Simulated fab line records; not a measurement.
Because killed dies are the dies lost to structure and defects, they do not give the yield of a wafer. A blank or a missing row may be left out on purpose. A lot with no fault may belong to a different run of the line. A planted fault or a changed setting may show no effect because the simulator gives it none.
fab line records	flow sky130
record lots=5	wafers=23
route steps=708 shown VIA1@467 METAL2@485 VIA2@507 METAL3@532
start_h: start of the lot's first displayed wafer, in hours after the record's first day	wait_h: hours from the lot's prior step to this one	" unchanged from the row above	L1.1+2: a row that stands for several wafers	- either no value or no given start	* or withheld: withheld	< > ~ a bound
route shown NAME@n: a module of which the file shows steps, and the number in the route of the first	usual: the fault-free wafers' mean and standard deviation	same: alike in all rows	chamber/n: place in a boat	sites: the reading at each site	_std_site: the standard deviation of these	_edge_site: mean of outer sites minus mean of inner sites	radius_mm: for every site, how far away it sits from the centre of the wafer	mask NAME#n: copy n	behind: tool/chamber where the wafer was last shaped	hold: reason for holding the lot/hours on hold/outcome of the hold	device: the n, p or np transistor that did not switch	end of line: tests run on the same wafers once the route is complete	for a step that has no rows: nothing shown but its recipe	killed: not the wafer's yield, but the dies lost to structure and defects at the first sort	map: a wafer's dies, marking killed ones x, the rest . and places with no die _
set.NAME: the setting that was run; set.NAME@STEP: the one run at that earlier step	model.NAME: the simulator's own value behind a step, which no gauge read
lots where settings were altered on purpose, with a table for each step and a row for each wafer
## steps
# step SKY_VIA1_EXPOSE_09
# recipe mask_id=VIM	na=0.8	source_shape=annular	sigma_inner=0.55	sigma_outer=0.85	target_cd_nm=150	dose_mj=38
lot.wafer	tool	chamber	start_h	wait_h	mask	set.dose_mj
L076.2+4+5	krf_scanner-02	0	-	-	VIM#0	38
L077.1+2+4	krf_scanner-01	0	-	-	VIM#0	38
L077.5+6	"	0	"	"	VIM#0	40.24
L082.1+2+3+4+6	krf_scanner-02	0	-	-	VIM#0	38
L083.1+3+4	krf_scanner-01	0	-	-	VIM#0	38
L083.2+6	"	0	"	"	VIM#0	37.23
L084.1+5	krf_scanner-02	0	-	-	VIM#0	38
L084.2+3+6	"	0	"	"	VIM#0	35.93
# step SKY_VIA1_PEB_10
# recipe peb_temp_c=withheld	peb_time_s=withheld	resist=KrF-thick
# step SKY_VIA1_DEVELOP_11
# recipe develop_time_s=60	resist=KrF-thick	dev_temp_c=21
# step SKY_VIA1_CD_MEAS_12
# recipe target_cd_nm=150
# usual cd_nm=150.2/1.3
lot.wafer	tool	chamber	start_h	wait_h	set.dose_mj@VIA1_EXPOSE_09	cd_nm
L076.2	cd_sem-01	-	803.17	-	38	150.2
L076.4	"	-	"	"	38	149.6
L076.5	"	-	"	"	38	149.7
L077.1	cd_sem-01	-	818.27	-	38	151.9
L077.2	"	-	"	"	38	151.0
L077.4	"	-	"	"	38	151.4
L077.5	"	-	"	"	40.24	162.9
L077.6	"	-	"	"	40.24	162.6
L082.1	cd_sem-02	-	850.77	-	38	149.4
L082.2	"	-	"	"	38	150.8
L082.3	"	-	"	"	38	150.4
L082.4	"	-	"	"	38	149.5
L082.6	"	-	"	"	38	151.5
L083.1	cd_sem-02	-	865.93	-	38	152.4
L083.2	"	-	"	"	37.23	147.8
L083.3	"	-	"	"	38	150.5
L083.4	"	-	"	"	38	150.7
L083.6	"	-	"	"	37.23	146.9
L084.1	cd_sem-01	-	873.52	-	38	151.1
L084.2	"	-	"	"	35.93	142.3
L084.3	"	-	"	"	35.93	141.5
L084.5	"	-	"	"	38	153.3
L084.6	"	-	"	"	35.93	141.5
# step SKY_VIA1_ETCH_14
# recipe chemistry=N2/H2	target=BARC	ion_energy_ev=200	source_w=500	bias_w=100	pressure_mtorr=30	n2_flow_sccm=100	h2_flow_sccm=200	stop_on=SiO2	time_s=45.9	target_depth_a=600
lot.wafer	tool	chamber	start_h	wait_h	set.dose_mj@VIA1_EXPOSE_09	model.VIA1.cd_nm
L076.2	rie_diel-01	3	803.30	0.0	38	150.5
L076.4+5	"	2	"	"	38	149.8
L077.1	rie_diel-01	0	818.42	0.0	38	151.5
L077.2	"	3	"	"	38	151.2
L077.4	"	2	"	"	38	151.1
L077.5	"	0	"	"	40.24	162.7
L077.6	"	3	"	"	40.24	162.8
L082.1	rie_diel-04	0	850.92	0.0	38	150.2
L082.2	"	1	"	"	38	150.7
L082.3	"	3	"	"	38	151.1
L082.4	"	1	"	"	38	149.8
L082.6	"	0	"	"	38	152
L083.1	rie_diel-03	2	866.09	0.0	38	152.4
L083.2	"	1	"	"	37.23	148
L083.3	"	3	"	"	38	150.5
L083.4	"	1	"	"	38	151
L083.6	"	3	"	"	37.23	147.1
L084.1	rie_diel-01	2	873.67	0.0	38	150.9
L084.2	"	3	"	"	35.93	142.3
L084.3	"	1	"	"	35.93	141.2
L084.5	"	0	"	"	38	152.4
L084.6	"	1	"	"	35.93	141.3
# step SKY_VIA1_SPUTTER_20
# recipe material=TiN	target_thk_nm=20	chamber_pressure_pa=5	power_w=4000	time_s=80
lot.wafer	tool	chamber	start_h	wait_h	set.power_w	model.TiN_of_VIA1_SPUTTER_20.thk_nm
L076.2	pvd_sputter-01	-	804.05	0.0	4000	20.09
L076.4	"	-	"	"	4000	20.31
L076.5	"	-	"	"	4000	19.88
L077.1	pvd_sputter-04	-	819.15	0.0	4000	20.25
L077.2	"	-	"	"	4000	20.14
L077.4	"	-	"	"	3757	18.84
L077.5	"	-	"	"	4000	20.4
L077.6	"	-	"	"	3757	18.95
L082.1	pvd_sputter-01	-	851.61	0.0	4460	22.56
L082.2	"	-	"	"	4000	20.01
L082.3	"	-	"	"	4460	22.58
L082.4	"	-	"	"	4460	22.73
L082.6	"	-	"	"	4000	20.27
L083.1	pvd_sputter-02	-	866.86	0.0	4154	20.71
L083.2	"	-	"	"	4000	20.12
L083.3	"	-	"	"	4000	20.31
L083.4	"	-	"	"	4000	20.16
L083.6	"	-	"	"	4154	21.22
L084.1	pvd_sputter-01	-	874.41	0.0	4000	19.84
L084.2	"	-	"	"	4000	19.87
L084.3	"	-	"	"	4000	19.78
L084.5	"	-	"	"	4000	19.89
L084.6	"	-	"	"	4000	20.12
# step SKY_METAL2_SPUTTER_02
# recipe material=AlCu	target_thk_nm=250	power_w=10600	time_s=13.3	chamber_pressure_pa=0.4
lot.wafer	tool	chamber	start_h	wait_h	set.time_s	model.AlCu_of_METAL2_SPUTTER_02.thk_nm
L076.2	pvd_sputter-03	-	804.73	0.0	13.3	247.7
L076.4	"	-	"	"	13.3	249.2
L076.5	"	-	"	"	13.3	251.2
L077.1	pvd_sputter-03	-	819.83	0.0	12.13	222.4
L077.2	"	-	"	"	13.3	248.5
L077.4	"	-	"	"	12.13	226.9
L077.5	"	-	"	"	13.3	249.5
L077.6	"	-	"	"	12.13	223.2
L082.1	pvd_sputter-03	-	852.30	0.0	11.85	218.3
L082.2	"	-	"	"	11.85	221.8
L082.3	"	-	"	"	11.85	221.4
L082.4	"	-	"	"	13.3	248.2
L082.6	"	-	"	"	13.3	246.7
L083.1	pvd_sputter-03	-	867.54	0.0	13.3	250.8
L083.2	"	-	"	"	13.3	246.9
L083.3	"	-	"	"	13.3	248.5
L083.4	"	-	"	"	13.3	249
L083.6	"	-	"	"	13.3	249.6
L084.1	pvd_sputter-04	-	875.09	0.0	11.57	215.1
L084.2	"	-	"	"	13.3	249.1
L084.3	"	-	"	"	11.57	215.2
L084.5	"	-	"	"	13.3	246.9
L084.6	"	-	"	"	11.57	214.8
# step SKY_METAL2_SPUTTER_03
# recipe material=Ti	target_thk_nm=5	power_w=3000	time_s=3.3	chamber_pressure_pa=0.4
# step SKY_METAL2_SPUTTER_04
# recipe material=TiN	target_thk_nm=70	power_w=6500	time_s=59.23	chamber_pressure_pa=0.4
# step SKY_METAL2_RS_MEAS_05
# recipe thk_meas_gauge=four-point-probe	reads=TiN_of_METAL2_SPUTTER_04+Ti_of_METAL2_SPUTTER_03+AlCu_of_METAL2_SPUTTER_02+TiN_of_METAL2_SPUTTER_01+Ti_of_METAL2_SPUTTER_00
# usual METAL2_ALCU_RS=0.1275/0.0015
lot.wafer	tool	chamber	start_h	wait_h	set.time_s@METAL2_SPUTTER_02	METAL2_ALCU_RS[ohm/sq]
L076.2	film_metro-02	-	804.85	0.0	13.3	0.1278
L076.4	"	-	"	"	13.3	0.1274
L076.5	"	-	"	"	13.3	0.1263
L077.1	film_metro-04	-	819.92	0.0	12.13	0.1429
L077.2	"	-	"	"	13.3	0.1276
L077.4	"	-	"	"	12.13	0.1401
L077.5	"	-	"	"	13.3	0.1267
L077.6	"	-	"	"	12.13	0.1424
L082.1	film_metro-02	-	852.39	0.0	11.85	0.1461
L082.2	"	-	"	"	11.85	0.1439
L082.3	"	-	"	"	11.85	0.1441
L082.4	"	-	"	"	13.3	0.1279
L082.6	"	-	"	"	13.3	0.1286
L083.1	film_metro-02	-	867.63	0.0	13.3	0.1266
L083.2	"	-	"	"	13.3	0.1288
L083.3	"	-	"	"	13.3	0.1276
L083.4	"	-	"	"	13.3	0.1276
L083.6	"	-	"	"	13.3	0.1274
L084.1	film_metro-04	-	875.18	0.0	11.57	0.1477
L084.2	"	-	"	"	13.3	0.1272
L084.3	"	-	"	"	11.57	0.1480
L084.5	"	-	"	"	13.3	0.1281
L084.6	"	-	"	"	11.57	0.1483
# step SKY_METAL2_THK_MEAS_06
# recipe thk_meas_gauge=xrf	reads=AlCu_of_METAL2_SPUTTER_02
# usual METAL2_ALCU_THK=249.2/2.9
lot.wafer	tool	chamber	start_h	wait_h	set.time_s@METAL2_SPUTTER_02	METAL2_ALCU_THK[nm]
L076.2	film_metro-02	-	804.96	0.1	13.3	248.0
L076.4	"	-	"	"	13.3	249.5
L076.5	"	-	"	"	13.3	250.7
L077.1	film_metro-04	-	820.04	0.1	12.13	222.0
L077.2	"	-	"	"	13.3	248.0
L077.4	"	-	"	"	12.13	227.0
L077.5	"	-	"	"	13.3	249.8
L077.6	"	-	"	"	12.13	222.0
L082.1	film_metro-02	-	852.51	0.1	11.85	217.4
L082.2	"	-	"	"	11.85	221.7
L082.3	"	-	"	"	11.85	223.2
L082.4	"	-	"	"	13.3	249.4
L082.6	"	-	"	"	13.3	248.0
L083.1	film_metro-02	-	867.75	0.1	13.3	252.0
L083.2	"	-	"	"	13.3	247.8
L083.3	"	-	"	"	13.3	249.6
L083.4	"	-	"	"	13.3	250.7
L083.6	"	-	"	"	13.3	249.9
L084.1	film_metro-04	-	875.30	0.1	11.57	215.6
L084.2	"	-	"	"	13.3	249.5
L084.3	"	-	"	"	11.57	215.1
L084.5	"	-	"	"	13.3	245.8
L084.6	"	-	"	"	11.57	214.5
# step SKY_METAL2_METAL_ETCH_19
# recipe target_depth_a=3600	stop_on=SiO2	over_etch_frac=0.3	time_s=78	chemistry=Cl2/BCl3	resist_sidewall_deg=88	pressure_mtorr=10	icp_w=900	bias_w=48.5	Cl2_flow_sccm=60	bcl3_flow_sccm=30
lot.wafer	tool	chamber	start_h	wait_h	set.icp_w	model.KrF-thick_of_METAL2_COAT_10.thk_nm
L076.2	rie_metal-04	0	831.07	0.0	900	161.6
L076.4	"	1	"	"	900	158.6
L076.5	"	0	"	"	900	161.9
L077.1	rie_metal-04	0	847.20	0.0	809.1	-
L077.2	"	1	"	"	809.1	183
L077.4+6	"	1	"	"	900	-
L077.5	"	0	"	"	900	162.1
L082.1+2	rie_metal-04	0,1	879.32	0.0	900	-
L082.3	"	0	"	"	872.4	-
L082.4	"	1	"	"	872.4	171.7
L082.6	"	0	"	"	900	164.4
L083.1	rie_metal-01	0	893.62	0.0	900	159.1
L083.2	"	1	"	"	848.7	166.4
L083.3	"	0	"	"	900	161.4
L083.4	"	1	"	"	848.7	166.1
L083.6	"	0	"	"	848.7	169.4
L084.1+3+6	rie_metal-01	1,0,0	901.42	0.0	900	-
L084.2	"	0	"	"	900	156.4
L084.5	"	1	"	"	900	152.9
# step SKY_METAL2_STRIP_20
# recipe chemistry=O2/N2	power_w=1400	pressure_mtorr=1500	platen_temp_c=withheld	o2_flow_sccm=3000	n2_flow_sccm=300	overash_fraction=0.5
# usual strip_time_to_endpoint_s=2.70/0.043
lot.wafer	tool	chamber	start_h	wait_h	set.icp_w@METAL2_METAL_ETCH_19	strip_time_to_endpoint_s
L076.2	plasma_asher-04	1	831.16	0.1	900	2.73
L076.4	"	1	"	"	900	2.69
L076.5	"	1	"	"	900	2.71
L077.1	plasma_asher-04	0	847.29	0.1	809.1	2.95
L077.2	"	1	"	"	809.1	2.97
L077.4	"	0	"	"	900	2.75
L077.5	"	1	"	"	900	2.74
L077.6	"	0	"	"	900	2.74
L082.1	plasma_asher-03	0	879.41	0.1	900	2.72
L082.2	"	1	"	"	900	2.73
L082.3	"	0	"	"	872.4	2.78
L082.4	"	1	"	"	872.4	2.83
L082.6	"	0	"	"	900	2.76
L083.1	plasma_asher-02	0	893.71	0.1	900	2.70
L083.2	"	1	"	"	848.7	2.79
L083.3	"	0	"	"	900	2.73
L083.4	"	1	"	"	848.7	2.77
L083.6	"	1	"	"	848.7	2.81
L084.1	plasma_asher-02	1	901.51	0.1	900	2.61
L084.2	"	0	"	"	900	2.68
L084.3	"	0	"	"	900	2.71
L084.5	"	0	"	"	900	2.63
L084.6	"	1	"	"	900	2.67
# step SKY_VIA2_HDPCVD_00
# recipe material=SiO2	target_thk_nm=1180	sigma_open_frac=0.3	time_s=196.7	temp_c=400	sih4_flow_sccm=60	pressure_mtorr=6
lot.wafer	tool	chamber	start_h	wait_h	set.sih4_flow_sccm	model.SiO2_of_VIA2_HDPCVD_00.thk_nm
L076.2	hdpcvd-01	0	831.75	0.0	60	1169
L076.4	"	0	"	"	60	1174
L076.5	"	1	"	"	60	1170
L077.1	hdpcvd-02	1	847.88	0.0	60	-
L077.2	"	0	"	"	60	1163
L077.4	"	0	"	"	55.11	1062
L077.5	"	1	"	"	55.11	1068
L077.6	"	2	"	"	60	1170
L082.1	hdpcvd-01	0	880.01	0.0	60	1191
L082.2	"	2	"	"	66.53	1313
L082.3	"	1	"	"	66.53	1317
L082.4	"	2	"	"	66.53	-
L082.6	"	1	"	"	60	-
L083.1	hdpcvd-02	2	894.30	0.0	63.01	-
L083.2+6	"	0,1	"	"	60	-
L083.3	"	1	"	"	60	1175
L083.4	"	0	"	"	63.01	1239
L084.1	hdpcvd-02	0	902.16	0.0	60	1160
L084.2	"	2	"	"	66.66	1287
L084.3+5	"	1,2	"	"	60	-
L084.6	"	0	"	"	66.66	-
# step SKY_VIA2_THK_MEAS_01
# recipe reads=SiO2_of_VIA2_HDPCVD_00
# usual VIA2_HDPCVD_THK=1176/14
lot.wafer	tool	chamber	start_h	wait_h	set.sih4_flow_sccm@VIA2_HDPCVD_00	VIA2_HDPCVD_THK[nm]
L076.2	film_metro-01	-	831.88	0.1	60	1169
L076.4	"	-	"	"	60	1174
L076.5	"	-	"	"	60	1171
L077.1	film_metro-01	-	848.00	0.1	60	1163
L077.2	"	-	"	"	60	1162
L077.4	"	-	"	"	55.11	1062
L077.5	"	-	"	"	55.11	1067
L077.6	"	-	"	"	60	1170
L082.1	film_metro-01	-	880.13	0.1	60	1191
L082.2	"	-	"	"	66.53	1314
L082.3	"	-	"	"	66.53	1318
L082.4	"	-	"	"	66.53	1307
L082.6	"	-	"	"	60	1194
L083.1	film_metro-03	-	894.43	0.1	63.01	1245
L083.2	"	-	"	"	60	1173
L083.3	"	-	"	"	60	1175
L083.4	"	-	"	"	63.01	1239
L083.6	"	-	"	"	60	1183
L084.1	film_metro-02	-	902.28	0.1	60	1160
L084.2	"	-	"	"	66.66	1285
L084.3	"	-	"	"	60	1153
L084.5	"	-	"	"	60	1164
L084.6	"	-	"	"	66.66	1289
# step SKY_VIA2_EXPOSE_09
# recipe mask_id=VIM2	na=0.8	source_shape=annular	sigma_inner=0.55	sigma_outer=0.85	target_cd_nm=200	dose_mj=38
lot.wafer	tool	chamber	start_h	wait_h	mask	set.dose_mj
L076.2+4+5	krf_scanner-01	0	-	-	VIM2#0	38
L077.1+5+6	krf_scanner-01	0	-	-	VIM2#0	39.34
L077.2+4	"	0	"	"	VIM2#0	38
L082.1+4	krf_scanner-02	0	-	-	VIM2#0	38
L082.2+3+6	"	0	"	"	VIM2#0	35.42
L083.1+2+3+4+6	krf_scanner-01	0	-	-	VIM2#0	38
L084.1+2+3+5+6	krf_scanner-01	0	-	-	VIM2#0	38
# step SKY_VIA2_PEB_10
# recipe peb_temp_c=withheld	peb_time_s=withheld	resist=KrF-thick
# step SKY_VIA2_DEVELOP_11
# recipe develop_time_s=60	resist=KrF-thick	dev_temp_c=21
# step SKY_VIA2_CD_MEAS_12
# recipe target_cd_nm=200
# usual cd_nm=199.3/1.3
lot.wafer	tool	chamber	start_h	wait_h	set.dose_mj@VIA2_EXPOSE_09	cd_nm
L076.2	cd_sem-01	-	858.34	-	38	198.1
L076.4	"	-	"	"	38	199.3
L076.5	"	-	"	"	38	199.8
L077.1	cd_sem-02	-	875.17	-	39.34	204.8
L077.2	"	-	"	"	38	198.5
L077.4	"	-	"	"	38	196.8
L077.5	"	-	"	"	39.34	203.7
L077.6	"	-	"	"	39.34	203.3
L082.1	cd_sem-02	-	906.02	-	38	198.9
L082.2	"	-	"	"	35.42	186.5
L082.3	"	-	"	"	35.42	185.0
L082.4	"	-	"	"	38	197.3
L082.6	"	-	"	"	35.42	184.6
L083.1	cd_sem-02	-	919.23	-	38	198.2
L083.2	"	-	"	"	38	200.9
L083.3	"	-	"	"	38	198.8
L083.4	"	-	"	"	38	199.6
L083.6	"	-	"	"	38	200.6
L084.1	cd_sem-01	-	927.38	-	38	200.0
L084.2	"	-	"	"	38	201.5
L084.3	"	-	"	"	38	201.8
L084.5	"	-	"	"	38	199.2
L084.6	"	-	"	"	38	200.5
# step SKY_VIA2_ETCH_14
# recipe chemistry=N2/H2	target=BARC	ion_energy_ev=200	source_w=500	bias_w=100	pressure_mtorr=30	n2_flow_sccm=100	h2_flow_sccm=200	stop_on=SiO2	time_s=45.9	target_depth_a=600
lot.wafer	tool	chamber	start_h	wait_h	set.dose_mj@VIA2_EXPOSE_09	model.VIA2.cd_nm
L076.2	rie_diel-03	3	858.47	0.0	38	197.8
L076.4	"	2	"	"	38	200.4
L076.5	"	3	"	"	38	199.4
L077.1	rie_diel-02	0	875.32	0.0	39.34	204.3
L077.2	"	1	"	"	38	198.3
L077.4	"	3	"	"	38	196.7
L077.5	"	1	"	"	39.34	202.6
L077.6	"	0	"	"	39.34	203.1
L082.1	rie_diel-03	2	906.17	0.0	38	199.5
L082.2	"	0	"	"	35.42	186.9
L082.3	"	3	"	"	35.42	184.7
L082.4	"	1	"	"	38	198
L082.6	"	0	"	"	35.42	185.7
L083.1	rie_diel-02	1	919.39	0.0	38	197
L083.2	"	2	"	"	38	200.7
L083.3	"	3	"	"	38	198.4
L083.4	"	0	"	"	38	199
L083.6	"	3	"	"	38	200.1
L084.1	rie_diel-03	3	927.54	0.0	38	199.7
L084.2	"	1	"	"	38	202.2
L084.3	"	0	"	"	38	203
L084.5	"	0	"	"	38	200.3
L084.6	"	1	"	"	38	201.4
# step SKY_VIA2_SPUTTER_20
# recipe material=TiN	target_thk_nm=20	chamber_pressure_pa=5	power_w=4000	time_s=80
lot.wafer	tool	chamber	start_h	wait_h	set.chamber_pressure_pa	model.TiN_of_VIA2_SPUTTER_20.thk_nm
L076.2	pvd_sputter-03	-	859.18	0.0	5	20.44
L076.4	"	-	"	"	5	20.13
L076.5	"	-	"	"	5	20.29
L077.1	pvd_sputter-02	-	876.45	0.0	4.603	21.06
L077.2	"	-	"	"	4.603	21.56
L077.4	"	-	"	"	4.603	21.07
L077.5	"	-	"	"	4.603	21.12
L077.6	"	-	"	"	4.603	21.54
L082.1	pvd_sputter-01	-	906.87	0.0	4.35	22.65
L082.2	"	-	"	"	4.35	22.36
L082.3	"	-	"	"	4.35	22.31
L082.4	"	-	"	"	4.35	22.67
L082.6	"	-	"	"	4.35	22.44
L083.1	pvd_sputter-03	-	920.09	0.0	4.671	20.86
L083.2	"	-	"	"	4.671	21.07
L083.3	"	-	"	"	4.671	21.11
L083.4	"	-	"	"	4.671	20.96
L083.6	"	-	"	"	4.671	21.08
L084.1+5	pvd_sputter-03	-	928.24	0.0	4.769	20.52
L084.2	"	-	"	"	4.769	20.38
L084.3	"	-	"	"	4.769	20.8
L084.6	"	-	"	"	4.769	20.81
# step SKY_METAL3_SPUTTER_00
# recipe material=Ti	target_thk_nm=15	power_w=3000	time_s=10	chamber_pressure_pa=0.4
lot.wafer	tool	chamber	start_h	wait_h	set.time_s	model.Ti_of_METAL3_SPUTTER_00.thk_nm
L076.2	pvd_sputter-03	-	859.85	0.2	10	15.26
L076.4	"	-	"	"	10	15.67
L076.5	"	-	"	"	10	15.45
L077.1	pvd_sputter-03	-	877.13	0.1	9.087	13.5
L077.2	"	-	"	"	10	14.59
L077.4	"	-	"	"	9.087	13.81
L077.5	"	-	"	"	10	14.7
L077.6	"	-	"	"	10	15.08
L082.1	pvd_sputter-04	-	907.54	0.2	10	15.18
L082.2	"	-	"	"	10	14.86
L082.3	"	-	"	"	10	15.08
L082.4	"	-	"	"	8.917	13.54
L082.6	"	-	"	"	8.917	13.32
L083.1	pvd_sputter-04	-	920.76	0.1	9.441	14.08
L083.2	"	-	"	"	9.441	14.32
L083.3	"	-	"	"	10	15.17
L083.4	"	-	"	"	10	14.83
L083.6	"	-	"	"	9.441	14.18
L084.1	pvd_sputter-03	-	928.91	0.2	10	14.78
L084.2	"	-	"	"	10	14.76
L084.3	"	-	"	"	10.78	16.21
L084.5	"	-	"	"	10.78	16.11
L084.6	"	-	"	"	10.78	16.39
## key
split step=SKY_VIA1_EXPOSE_09	setting=dose_mj	stated=38	by=wafer
response step=SKY_VIA1_CD_MEAS_12	reading=cd_nm	change=+1.92	per=1%	r=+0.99
response step=SKY_VIA1_ETCH_14	reading=model.VIA1.cd_nm	change=+1.9	per=1%	r=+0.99
split step=SKY_VIA1_SPUTTER_20	setting=power_w	stated=4000	by=wafer
response step=SKY_VIA1_SPUTTER_20	reading=model.TiN_of_VIA1_SPUTTER_20.thk_nm	change=+0.217	per=1%	r=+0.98
split step=SKY_METAL2_SPUTTER_02	setting=time_s	stated=13.3	by=wafer
response step=SKY_METAL2_SPUTTER_02	reading=model.AlCu_of_METAL2_SPUTTER_02.thk_nm	change=+2.58	per=1%	r=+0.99
response step=SKY_METAL2_RS_MEAS_05	reading=METAL2_ALCU_RS	change=-0.00157	per=1%	r=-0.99
response step=SKY_METAL2_THK_MEAS_06	reading=METAL2_ALCU_THK	change=+2.6	per=1%	r=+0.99
split step=SKY_METAL2_METAL_ETCH_19	setting=icp_w	stated=900	by=wafer
response step=SKY_METAL2_METAL_ETCH_19	reading=model.KrF-thick_of_METAL2_COAT_10.thk_nm	change=-1.74	per=1%	r=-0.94
response step=SKY_METAL2_STRIP_20	reading=strip_time_to_endpoint_s	change=*	per=1%	r=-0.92
split step=SKY_VIA2_HDPCVD_00	setting=sih4_flow_sccm	stated=60	by=wafer
response step=SKY_VIA2_HDPCVD_00	reading=model.SiO2_of_VIA2_HDPCVD_00.thk_nm	change=+11.8	per=1%	r=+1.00
response step=SKY_VIA2_THK_MEAS_01	reading=VIA2_HDPCVD_THK	change=+11.7	per=1%	r=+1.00
split step=SKY_VIA2_EXPOSE_09	setting=dose_mj	stated=38	by=wafer
response step=SKY_VIA2_CD_MEAS_12	reading=cd_nm	change=+1.86	per=1%	r=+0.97
response step=SKY_VIA2_ETCH_14	reading=model.VIA2.cd_nm	change=+1.86	per=1%	r=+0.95
split step=SKY_VIA2_SPUTTER_20	setting=chamber_pressure_pa	stated=5	by=lot
response step=SKY_VIA2_SPUTTER_20	reading=model.TiN_of_VIA2_SPUTTER_20.thk_nm	change=-0.182	per=1%	r=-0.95
split step=SKY_METAL3_SPUTTER_00	setting=time_s	stated=10	by=wafer
response step=SKY_METAL3_SPUTTER_00	reading=model.Ti_of_METAL3_SPUTTER_00.thk_nm	change=+0.149	per=1%	r=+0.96
